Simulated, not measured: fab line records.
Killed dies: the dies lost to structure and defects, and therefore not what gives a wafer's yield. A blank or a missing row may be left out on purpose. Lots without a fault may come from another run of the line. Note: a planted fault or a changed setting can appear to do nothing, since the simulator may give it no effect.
Chamber matching | flow gf180mcu | GF_V4_CVD_02 on pecvd-04: 3 sister chambers
The step deposits SiO2 from TEOS, target thk 850 nm, time 94.851 s. 14 wafers are shown with their chamber, then 7 later ones without.

## WAFERS WITH THEIR CHAMBER
wafer  | chamber | heater_power_w (W)
L827.2 | 2       | 819
L827.4 | 2       | 651
L827.5 | 0       | 567
L829.3 | 2       | 693
L829.4 | 2       | 780
L829.5 | 0       | 567
L842.4 | 1       | 705
L842.5 | 2       | 798
L842.6 | 0       | 559
L843.1 | 1       | 687
L843.3 | 0       | 603
L843.6 | 2       | 792
L844.1 | 1       | 588
L844.3 | 2       | 683

SIGNATURES (means of the wafers above)
reading        | chamber 0 | chamber 1 | chamber 2 | scatter within a chamber
heater_power_w | 574.00    | 660.00    | 745.14    | 57.4
Rule: distance of a wafer from a chamber = root of the sum over the readings of ((wafer's reading minus chamber's mean) / reading's scatter) squared. If the next closest chamber is less than 2 further off than the closest, the wafer can't be placed; otherwise it belongs to the closest. The scatter is the square root of a quotient: the sum, over the shown wafers, of each reading's squared deviation from its chamber's mean, divided by wafers minus chambers.

## WAFERS WITHOUT THEIR CHAMBER
wafer  | heater_power_w (W)
L844.4 | 748
L845.1 | 570
L845.4 | 633
L845.5 | 824
L850.4 | 852
L850.5 | 703
L850.6 | 669

## THE CHAMBER EACH PASSED THROUGH
wafer  | from the rows above          | in truth
L844.4 | can't be placed: 2 or 1      | 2
L845.1 | can't be placed: 0 or 1      | 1
L845.4 | can't be placed: 1 or 0 or 2 | 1
L845.5 | can't be placed: 2 or 1      | 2
L850.4 | can't be placed: 2 or 1      | 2
L850.5 | can't be placed: 2 or 1 or 0 | 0
L850.6 | can't be placed: 1 or 2 or 0 | 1
Placed correctly: 0 of 7. These rows do not allow placing 7 (true chamber among the candidates in 7). Wrongly placed: 0.
